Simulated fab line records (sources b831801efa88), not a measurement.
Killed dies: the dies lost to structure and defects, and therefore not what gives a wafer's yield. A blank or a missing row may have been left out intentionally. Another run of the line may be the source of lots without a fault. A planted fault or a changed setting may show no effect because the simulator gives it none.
fab line records -- flow sky130 -- part 1 of 2: steps 1 to 42 of 43
record lots=6, wafers=18, lastDay=50
route steps=708 shown VIA2@520 METAL3@532 CAPM@537 PAD_OPEN@708
lots untouched by any fault: they come from a run of this same line in which no faults occurred
startH: hours from the record's opening day to when the first of the lot's shown wafers began -- waitH: time in hours since the lot's previous step -- " repeats the value in the row above -- L1.1+2: a row that stands for several wafers -- - no value, or no start given -- * or withheld: withheld -- < > ~ a bound
route shown NAME@n: a module of which the file shows steps, and the number in the route of the first -- usual: average and standard deviation across the fault-free wafers -- same: alike in all rows -- chamber/n: place in a boat -- sites: each site's reading -- _std_site: the standard deviation of these -- _edge_site: mean of outer sites minus mean of inner sites -- radiusMm: for every site, how far away it sits from the centre of the wafer -- mask NAME#n: copy n -- behind: the last tool/chamber to shape the wafer -- hold: reason for holding the lot/hours on hold/outcome of the hold -- device: transistor that didn't switch, given as n, p or np -- end of line: tests of these same wafers at the route's end -- a step given without rows: its recipe and nothing more -- killed: at the first sort, the dies lost to defects and structure; wafer yield is something else -- map: a wafer's dies, x killed, . not, _ none there
set.NAME: the setting that was run; set.NAME@STEP: the one run at that earlier step -- model.NAME: the simulator's own value behind a step, which no gauge read
lots at some steps of the route; a table a step, a row a wafer
services: the hour from which a tool's chamber was out of use, counted from the record's first day as startH (under 0 if before that day), plus the number of hours and why
## steps
# step SKY_VIA2_OVL_MEAS_13
# usual VIA2_OVL=-3/5.9
lot.wafer,tool,chamber,startH,waitH,VIA2_OVL[nm]
L707.1,overlay-01,-,864.53,0.1,-1
L707.2,overlay-01,-,864.53,0.1,-3
L707.5,overlay-01,-,864.53,0.1,-2
L712.3,overlay-01,-,906.69,0.1,-6
L712.5,overlay-01,-,906.69,0.1,-10
L712.6,overlay-01,-,906.69,0.1,-7
L714.2,overlay-02,-,909.65,0.1,1
L714.3,overlay-02,-,909.65,0.1,-14
L714.4,overlay-02,-,909.65,0.1,-9
L716.2,overlay-02,-,929.31,0.1,-4
L716.3,overlay-02,-,929.31,0.1,-2
L716.4,overlay-02,-,929.31,0.1,-5
L720.4,overlay-02,-,954.17,0.1,5
L720.5,overlay-02,-,954.17,0.1,4
L720.6,overlay-02,-,954.17,0.1,-1
L728.3,overlay-02,-,1000.24,0.1,-5
L728.4,overlay-02,-,1000.24,0.1,-6
L728.5,overlay-02,-,1000.24,0.1,-4
# step SKY_VIA2_ETCH_14
# recipe chemistry=N2/H2, target=BARC, ionEnergyEv=200, sourceW=500, biasW=100, pressureMtorr=30, n2FlowSccm=100, h2FlowSccm=200, stopOn=SiO2, timeS=45.9, targetDepthA=600
# step SKY_VIA2_ETCH_15
# recipe target=SiO2, chemistry=C4F8/O2/Ar, targetDepthNm=546, stopOn=TiN, maskMaterial=KrF-thick, sourceW=1500, biasW=1200, pressureMtorr=40, c4f8FlowSccm=withheld, O2_flow_sccm=6, Ar_flow_sccm=300, timeS=84
# step SKY_VIA2_STRIP_16
# recipe chemistry=O2/N2, powerW=1400, pressureMtorr=1500, platenTempC=withheld, o2FlowSccm=3000, n2FlowSccm=300, overashFraction=0.5
# usual chamberPressureMTorr=1499.8/1.3, drypumpMotorCurrentA=5.3/0.5, oesProductAu=0.399/0.0048, stripTimeToEndpointS=4.059/0.025
lot.wafer,tool,chamber,startH,waitH,chamberPressureMTorr,drypumpMotorCurrentA,oesProductAu,rfHoursCounterH,stripTimeToEndpointS
L707.1,plasmaAsher-02,0,864.67,0.0,1501.4,4.8,0.393,99,4.063
L707.2,plasmaAsher-02,1,864.67,0.0,1499.7,4.8,0.389,99,4.088
L707.5,plasmaAsher-02,0,864.67,0.0,1499.8,4.8,0.403,-,4.074
L712.3,plasmaAsher-02,0,906.85,0.1,1500.4,4.8,0.400,-,4.069
L712.5,plasmaAsher-02,0,906.85,0.1,1502.2,4.9,0.404,-,4.026
L712.6,plasmaAsher-02,1,906.85,0.1,1498.5,4.8,0.397,-,4.056
L714.2,plasmaAsher-04,1,909.79,0.0,1499.2,5.3,0.399,49,4.065
L714.3,plasmaAsher-04,1,909.79,0.0,1498.7,5.3,0.404,-,4.039
L714.4,plasmaAsher-04,0,909.79,0.0,1501.2,5.5,0.401,-,4.086
L716.2,plasmaAsher-03,0,929.45,0.0,1499.4,6.1,0.391,84,4.031
L716.3,plasmaAsher-03,0,929.45,0.0,1497.1,6.1,0.397,-,4.050
L716.4,plasmaAsher-03,1,929.45,0.0,1498.8,5.0,0.385,-,4.000
L720.4,plasmaAsher-02,0,954.32,0.1,1498.8,4.8,0.397,-,4.092
L720.5,plasmaAsher-02,0,954.32,0.1,1499.8,4.8,0.403,-,4.113
L720.6,plasmaAsher-02,1,954.32,0.1,1501.0,4.9,0.397,-,4.118
L728.3,plasmaAsher-02,0,1000.40,0.1,1499.5,4.8,0.402,-,4.050
L728.4,plasmaAsher-02,1,1000.40,0.1,1501.2,4.8,0.398,-,4.027
L728.5,plasmaAsher-02,0,1000.40,0.1,1500.4,4.8,0.398,-,4.033
# step SKY_VIA2_STRIP_17
# recipe chemistry=postEtchResidueRemover, timeS=1200, tempC=72.5
# step SKY_VIA2_CLEAN_18
# recipe chemistry=IPA, timeS=180, tempC=25
# step SKY_VIA2_CLEAN_19
# recipe chemistry=O3/DIW, dry=n2Spin
# step SKY_VIA2_SPUTTER_20
# recipe material=TiN, targetThkNm=20, chamberPressurePa=5, powerW=4000, timeS=80
# step SKY_VIA2_CVD_21
# recipe material=W, targetThkNm=420, timeS=126.4, tempC=400, pressureTorr=40
# step SKY_VIA2_RS_MEAS_22
# recipe thkMeasGauge=four-point-probe, reads=W_of_VIA2_CVD_21+TiN_of_VIA2_SPUTTER_20
# usual VIA2_W_RS=0.272/0.003
lot.wafer,tool,chamber,startH,waitH,VIA2_W_RS[ohm/sq]
L707.1,filmMetro-02,-,865.49,0.1,0.272
L707.2,filmMetro-02,-,865.49,0.1,0.273
L707.5,filmMetro-02,-,865.49,0.1,0.274
L712.3,filmMetro-02,-,907.68,0.1,0.271
L712.5,filmMetro-02,-,907.68,0.1,0.273
L712.6,filmMetro-02,-,907.68,0.1,0.271
L714.2,filmMetro-01,-,910.68,0.1,0.275
L714.3,filmMetro-01,-,910.68,0.1,0.276
L714.4,filmMetro-01,-,910.68,0.1,0.276
L716.2,filmMetro-04,-,930.26,0.1,0.271
L716.3,filmMetro-04,-,930.26,0.1,0.268
L716.4,filmMetro-04,-,930.26,0.1,0.271
L720.4,filmMetro-04,-,955.14,0.1,0.274
L720.5,filmMetro-04,-,955.14,0.1,0.276
L720.6,filmMetro-04,-,955.14,0.1,0.274
L728.3,filmMetro-02,-,1001.21,0.1,0.276
L728.4,filmMetro-02,-,1001.21,0.1,0.275
L728.5,filmMetro-02,-,1001.21,0.1,0.276
# step SKY_VIA2_THK_MEAS_23
# recipe thkMeasGauge=xrf, reads=W_of_VIA2_CVD_21
# usual VIA2_W_THK=433/6.8
lot.wafer,tool,chamber,startH,waitH,VIA2_W_THK[nm]
L707.1,filmMetro-02,-,865.61,0.1,424
L707.2,filmMetro-02,-,865.61,0.1,422
L707.5,filmMetro-02,-,865.61,0.1,423
L712.3,filmMetro-02,-,907.78,0.1,428
L712.5,filmMetro-02,-,907.78,0.1,424
L712.6,filmMetro-02,-,907.78,0.1,429
L714.2,filmMetro-01,-,910.79,0.1,431
L714.3,filmMetro-01,-,910.79,0.1,424
L714.4,filmMetro-01,-,910.79,0.1,432
L716.2,filmMetro-04,-,930.37,0.1,439
L716.3,filmMetro-04,-,930.37,0.1,448
L716.4,filmMetro-04,-,930.37,0.1,436
L720.4,filmMetro-04,-,955.23,0.1,426
L720.5,filmMetro-04,-,955.23,0.1,427
L720.6,filmMetro-04,-,955.23,0.1,427
L728.3,filmMetro-02,-,1001.31,0.1,421
L728.4,filmMetro-02,-,1001.31,0.1,421
L728.5,filmMetro-02,-,1001.31,0.1,419
# step SKY_VIA2_CMP_24
# recipe stopOn=SiO2, tOverpolishS=20, downForcePsi=3.5, platenRpm=60, targetThkNm=0, padVelocityMS=0.94248
# usual motorCurrentA=10.8/1, overpolishRunS=20.001/0.0088, timeToEndpointS=100/3.2
lot.wafer,tool,chamber,startH,waitH,motorCurrentA,overpolishRunS,timeToEndpointS
L707.2,cmp-02,1,865.67,0.0,12.1,20.020,97
L707.1,cmp-02,0,865.67,0.0,10.9,19.995,100
L707.5,cmp-02,1,865.67,0.0,12.3,20.007,101
L712.3,cmp-02,0,907.92,0.1,10.3,19.985,97
L712.5,cmp-02,2,907.92,0.1,10.0,19.994,98
L712.6,cmp-02,3,907.92,0.1,9.8,20.002,97
L714.4,cmp-01,0,910.84,0.0,11.9,20.003,101
L714.2,cmp-01,2,910.84,0.0,9.9,20.007,100
L714.3,cmp-01,3,910.84,0.0,10.2,20.001,101
L716.3,cmp-01,1,930.42,0.0,10.2,20.016,101
L716.2,cmp-01,2,930.42,0.0,9.3,20.004,102
L716.4,cmp-01,3,930.42,0.0,10.6,20.007,102
L720.4,cmp-02,3,955.41,0.2,10.5,19.991,97
L720.6,cmp-02,0,955.41,0.2,10.5,19.999,97
L720.5,cmp-02,1,955.41,0.2,13.1,20.000,99
L728.4,cmp-01,1,1001.40,0.1,10.7,20.001,98
L728.3,cmp-01,3,1001.40,0.1,10.3,19.994,98
L728.5,cmp-01,1,1001.40,0.1,9.9,20.006,95
# step SKY_METAL3_SPUTTER_00
# recipe material=Ti, targetThkNm=15, powerW=3000, timeS=10, chamberPressurePa=0.4
# usual throttleValvePct=30.0/1
lot.wafer,tool,chamber,startH,waitH,throttleValvePct
L707.1,pvdSputter-03,-,865.97,0.1,30.2
L707.2,pvdSputter-03,-,865.97,0.1,30.2
L707.5,pvdSputter-03,-,865.97,0.1,30.3
L712.3,pvdSputter-02,-,908.12,0.1,31.1
L712.5,pvdSputter-02,-,908.12,0.1,31.2
L712.6,pvdSputter-02,-,908.12,0.1,31.0
L714.2,pvdSputter-03,-,911.14,0.1,30.1
L714.3,pvdSputter-03,-,911.14,0.1,28.6
L714.4,pvdSputter-03,-,911.14,0.1,30.2
L716.2,pvdSputter-03,-,930.72,0.2,30.3
L716.3,pvdSputter-03,-,930.72,0.2,30.2
L716.4,pvdSputter-03,-,930.72,0.2,28.7
L720.4,pvdSputter-02,-,955.56,0.1,30.2
L720.5,pvdSputter-02,-,955.56,0.1,30.9
L720.6,pvdSputter-02,-,955.56,0.1,30.9
L728.3,pvdSputter-04,-,1001.65,0.1,30.1
L728.4,pvdSputter-04,-,1001.65,0.1,29.2
L728.5,pvdSputter-04,-,1001.65,0.1,27.9
# step SKY_METAL3_SPUTTER_01
# recipe material=TiN, targetThkNm=20, powerW=6500, timeS=16.7, chamberPressurePa=0.4
# step SKY_METAL3_SPUTTER_02
# recipe material=AlCu, targetThkNm=735, powerW=10600, timeS=39.1, chamberPressurePa=0.4
# step SKY_METAL3_SPUTTER_03
# recipe material=Ti, targetThkNm=5, powerW=3000, timeS=3.3, chamberPressurePa=0.4
# step SKY_METAL3_SPUTTER_04
# recipe material=TiN, targetThkNm=70, powerW=6500, timeS=58.3, chamberPressurePa=0.4
# usual throttleValvePct=30.0/0.99
lot.wafer,tool,chamber,startH,waitH,throttleValvePct
L707.1,pvdSputter-03,-,866.07,0.0,30.3
L707.2,pvdSputter-03,-,866.07,0.0,30.1
L707.5,pvdSputter-03,-,866.07,0.0,30.2
L712.3,pvdSputter-02,-,908.22,0.0,31.0
L712.5,pvdSputter-02,-,908.22,0.0,31.1
L712.6,pvdSputter-02,-,908.22,0.0,30.8
L714.2,pvdSputter-03,-,911.24,0.0,30.2
L714.3,pvdSputter-03,-,911.24,0.0,28.8
L714.4,pvdSputter-03,-,911.24,0.0,29.8
L716.2,pvdSputter-03,-,930.83,0.0,30.1
L716.3,pvdSputter-03,-,930.83,0.0,29.8
L716.4,pvdSputter-03,-,930.83,0.0,28.5
L720.4,pvdSputter-02,-,955.67,0.0,30.4
L720.5,pvdSputter-02,-,955.67,0.0,31.0
L720.6,pvdSputter-02,-,955.67,0.0,30.6
L728.3,pvdSputter-04,-,1001.75,0.0,30.3
L728.4,pvdSputter-04,-,1001.75,0.0,28.9
L728.5,pvdSputter-04,-,1001.75,0.0,28.4
# step SKY_CAPM_CVD_00
# recipe material=SiO2, targetThkNm=15.5, tempC=400, timeS=withheld, rfW=450
# step SKY_CAPM_THK_MEAS_01
# recipe reads=SiO2_of_CAPM_CVD_00
# usual CAPM_CVD_00_THK=15.44/0.2
lot.wafer,tool,chamber,startH,waitH,CAPM_CVD_00_THK[nm]
L707.1,filmMetro-01,-,866.14,-,15.35
L707.2,filmMetro-01,-,866.14,-,15.48
L707.5,filmMetro-01,-,866.14,-,15.34
L712.3,filmMetro-03,-,908.32,-,15.28
L712.5,filmMetro-03,-,908.32,-,15.55
L712.6,filmMetro-03,-,908.32,-,15.14
L714.2,filmMetro-04,-,911.33,-,15.40
L714.3,filmMetro-04,-,911.33,-,15.57
L714.4,filmMetro-04,-,911.33,-,15.76
L716.2,filmMetro-01,-,930.91,-,15.32
L716.3,filmMetro-01,-,930.91,-,14.99
L716.4,filmMetro-01,-,930.91,-,15.31
L720.4,filmMetro-01,-,955.77,-,15.66
L720.5,filmMetro-01,-,955.77,-,15.51
L720.6,filmMetro-01,-,955.77,-,15.46
L728.3,filmMetro-01,-,1001.84,-,15.40
L728.4,filmMetro-01,-,1001.84,-,15.59
L728.5,filmMetro-01,-,1001.84,-,15.42
# step SKY_CAPM_SPUTTER_02
# recipe material=TiN, targetThkNm=200, tempC=300, powerW=6500, timeS=166.7, chamberPressurePa=0.4
# usual throttleValvePct=29.8/0.73
lot.wafer,tool,chamber,startH,waitH,throttleValvePct
L707.1,pvdSputter-01,-,866.20,0.1,29.3
L707.2,pvdSputter-01,-,866.20,0.1,28.6
L707.5,pvdSputter-01,-,866.20,0.1,28.7
L712.3,pvdSputter-03,-,908.36,0.0,30.1
L712.5,pvdSputter-03,-,908.36,0.0,28.7
L712.6,pvdSputter-03,-,908.36,0.0,30.3
L714.2,pvdSputter-01,-,911.38,0.0,29.0
L714.3,pvdSputter-01,-,911.38,0.0,29.6
L714.4,pvdSputter-01,-,911.38,0.0,29.3
L716.2,pvdSputter-01,-,930.96,0.0,28.9
L716.3,pvdSputter-01,-,930.96,0.0,29.4
L716.4,pvdSputter-01,-,930.96,0.0,29.6
L720.4,pvdSputter-03,-,955.80,0.0,30.0
L720.5,pvdSputter-03,-,955.80,0.0,30.3
L720.6,pvdSputter-03,-,955.80,0.0,28.5
L728.3,pvdSputter-01,-,1001.88,0.0,29.5
L728.4,pvdSputter-01,-,1001.88,0.0,30.6
L728.5,pvdSputter-01,-,1001.88,0.0,29.3
# step SKY_CAPM_RS_MEAS_03
# recipe thkMeasGauge=four-point-probe, reads=TiN_of_CAPM_SPUTTER_02
# usual CAPM_TIN_RS=6.92/0.054
lot.wafer,tool,chamber,startH,waitH,CAPM_TIN_RS[ohm/sq]
L707.1,filmMetro-03,-,866.31,0.1,6.85
L707.2,filmMetro-03,-,866.31,0.1,6.89
L707.5,filmMetro-03,-,866.31,0.1,6.90
L712.3,filmMetro-04,-,908.50,0.1,7.00
L712.5,filmMetro-04,-,908.50,0.1,6.91
L712.6,filmMetro-04,-,908.50,0.1,7.03
L714.2,filmMetro-03,-,911.50,0.1,6.90
L714.3,filmMetro-03,-,911.50,0.1,6.86
L714.4,filmMetro-03,-,911.50,0.1,6.84
L716.2,filmMetro-04,-,931.09,0.1,6.94
L716.3,filmMetro-04,-,931.09,0.1,6.92
L716.4,filmMetro-04,-,931.09,0.1,6.97
L720.4,filmMetro-04,-,955.97,0.1,6.83
L720.5,filmMetro-04,-,955.97,0.1,6.82
L720.6,filmMetro-04,-,955.97,0.1,6.82
L728.3,filmMetro-01,-,1002.05,0.1,6.94
L728.4,filmMetro-01,-,1002.05,0.1,6.89
L728.5,filmMetro-01,-,1002.05,0.1,6.96
# step SKY_CAPM_THK_MEAS_04
# recipe thkMeasGauge=xrf, reads=TiN_of_CAPM_SPUTTER_02
# usual CAPM_TIN_THK=199.8/1.6
lot.wafer,tool,chamber,startH,waitH,CAPM_TIN_THK[nm]
L707.1,filmMetro-03,-,866.43,0.1,201.3
L707.2,filmMetro-03,-,866.43,0.1,201.2
L707.5,filmMetro-03,-,866.43,0.1,202.0
L712.3,filmMetro-04,-,908.60,0.1,198.2
L712.5,filmMetro-04,-,908.60,0.1,200.7
L712.6,filmMetro-04,-,908.60,0.1,196.5
L714.2,filmMetro-03,-,911.61,0.1,199.8
L714.3,filmMetro-03,-,911.61,0.1,199.8
L714.4,filmMetro-03,-,911.61,0.1,201.1
L716.2,filmMetro-04,-,931.20,0.1,199.7
L716.3,filmMetro-04,-,931.20,0.1,200.1
L716.4,filmMetro-04,-,931.20,0.1,198.8
L720.4,filmMetro-04,-,956.06,0.1,203.1
L720.5,filmMetro-04,-,956.06,0.1,203.5
L720.6,filmMetro-04,-,956.06,0.1,204.0
L728.3,filmMetro-01,-,1002.15,0.1,198.3
L728.4,filmMetro-01,-,1002.15,0.1,200.7
L728.5,filmMetro-01,-,1002.15,0.1,198.8
# step SKY_CAPM_DEHYDRATE_05
# recipe tempC=200, timeS=60
# step SKY_CAPM_HMDS_06
# recipe primeTimeS=60, primeTempC=120
# step SKY_CAPM_COAT_07
# recipe resist=NOVOLAK, spinRpm=3000, resistThkNm=1140
# step SKY_CAPM_SOFTBAKE_08
# recipe tempC=90, timeS=60, resist=NOVOLAK
# step SKY_CAPM_EXPOSE_09
# recipe maskId=CAPM, na=0.6, sourceShape=conventional, sigmaOuter=0.6, polarization=unpolarized, targetCdNm=1000, doseMj=159
# step SKY_CAPM_PEB_10
# recipe tempC=withheld, timeS=*, resist=NOVOLAK
# step SKY_CAPM_DEVELOP_11
# recipe resist=NOVOLAK, developer=TMAH, developTimeS=60, devTempC=23
# step SKY_CAPM_OVL_MEAS_12
# usual CAPM_OVL=-0.3/1.1
lot.wafer,tool,chamber,startH,waitH,CAPM_OVL[nm]
L707.1,overlay-01,-,891.49,0.1,0.0
L707.2,overlay-01,-,891.49,0.1,-1.1
L707.5,overlay-01,-,891.49,0.1,-1.3
L712.3,overlay-02,-,933.15,0.1,-0.7
L712.5,overlay-02,-,933.15,0.1,-1.0
L712.6,overlay-02,-,933.15,0.1,0.0
L714.2,overlay-02,-,936.54,0.1,-0.5
L714.3,overlay-02,-,936.54,0.1,0.2
L714.4,overlay-02,-,936.54,0.1,-0.6
L716.2,overlay-02,-,955.93,0.1,-0.6
L716.3,overlay-02,-,955.93,0.1,1.2
L716.4,overlay-02,-,955.93,0.1,0.2
L720.4,overlay-02,-,979.46,0.1,-0.3
L720.5,overlay-02,-,979.46,0.1,-1.7
L720.6,overlay-02,-,979.46,0.1,-0.4
L728.3,overlay-01,-,1024.64,0.1,-0.8
L728.4,overlay-01,-,1024.64,0.1,1.1
L728.5,overlay-01,-,1024.64,0.1,1.0
# step SKY_CAPM_METAL_ETCH_13
# recipe targetDepthNm=220, stopOn=SiO2, chemistry=Cl2/BCl3, target=TiN, pressureMtorr=10, icpW=900, biasW=48.5, Cl2_flow_sccm=60, bcl3FlowSccm=30, timeS=62.9
# step SKY_CAPM_STRIP_14
# recipe chemistry=O2/N2, powerW=1400, pressureMtorr=1500, platenTempC=withheld, o2FlowSccm=3000, n2FlowSccm=300, overashFraction=0.5
# usual chamberPressureMTorr=1499.9/1.4, drypumpMotorCurrentA=5.2/0.41, oesProductAu=0.710/0.0041, stripTimeToEndpointS=12.66/0.044
lot.wafer,tool,chamber,startH,waitH,chamberPressureMTorr,drypumpMotorCurrentA,oesProductAu,rfHoursCounterH,stripTimeToEndpointS
L707.1,plasmaAsher-02,0,891.60,0.1,1497.5,4.8,0.720,102,12.69
L707.2,plasmaAsher-02,1,891.60,0.1,1498.7,4.8,0.708,102,12.70
L707.5,plasmaAsher-02,0,891.60,0.1,1501.3,4.8,0.709,-,12.70
L712.3,plasmaAsher-01,0,933.28,0.1,1500.1,5.9,0.708,-,12.66
L712.5,plasmaAsher-01,0,933.28,0.1,1501.3,5.9,0.715,-,12.63
L712.6,plasmaAsher-01,1,933.28,0.1,1498.9,5.7,0.710,-,12.67
L714.2,plasmaAsher-04,1,936.65,0.1,1499.1,5.3,0.707,51,12.71
L714.3,plasmaAsher-04,0,936.65,0.1,1502.3,5.5,0.712,-,12.64
L714.4,plasmaAsher-04,1,936.65,0.1,1499.8,5.3,0.705,-,12.75
L716.2,plasmaAsher-01,1,956.04,0.1,1499.4,5.6,0.711,21,12.74
L716.3,plasmaAsher-01,0,956.04,0.1,1502.0,5.9,0.716,-,12.72
L716.4,plasmaAsher-01,1,956.04,0.1,1500.7,5.6,0.706,-,12.73
L720.4,plasmaAsher-02,1,979.59,0.1,1499.8,4.8,0.718,-,12.64
L720.5,plasmaAsher-02,1,979.59,0.1,1499.0,4.8,0.715,-,12.70
L720.6,plasmaAsher-02,0,979.59,0.1,1501.5,4.8,0.699,-,12.69
L728.3,plasmaAsher-04,1,1024.77,0.1,1500.9,5.3,0.715,-,12.69
L728.4,plasmaAsher-04,0,1024.77,0.1,1503.1,5.4,0.709,-,12.70
L728.5,plasmaAsher-04,1,1024.77,0.1,1501.9,5.3,0.708,-,12.71
# step SKY_CAPM_STRIP_15
# recipe chemistry=postEtchResidueRemover, timeS=1200, tempC=72.5
# step SKY_CAPM_CLEAN_16
# recipe chemistry=IPA, timeS=180, tempC=25
# step SKY_CAPM_CLEAN_17
# recipe chemistry=O3/DIW, dry=n2Spin
# step SKY_METAL3_DEHYDRATE_05
# recipe tempC=200, timeS=60
# step SKY_METAL3_HMDS_06
# recipe primeTimeS=60, primeTempC=120
# step SKY_METAL3_COAT_07
# recipe resist=BARC, tempC=withheld, timeS=withheld, spinRpm=3000, resistThkNm=60
# step SKY_METAL3_COAT_08
# recipe resist=KrF-thick, spinRpm=3000, resistThkNm=1140
# step SKY_METAL3_SOFTBAKE_09
# recipe tempC=100, timeS=90, resist=KrF-thick
# step SKY_METAL3_EXPOSE_10
# recipe maskId=MM3, na=0.68, sourceShape=annular, sigmaInner=0.4, sigmaOuter=0.8, targetCdNm=300, doseMj=28
# step SKY_METAL3_PEB_11
# recipe pebTempC=withheld, pebTimeS=withheld, resist=KrF-thick
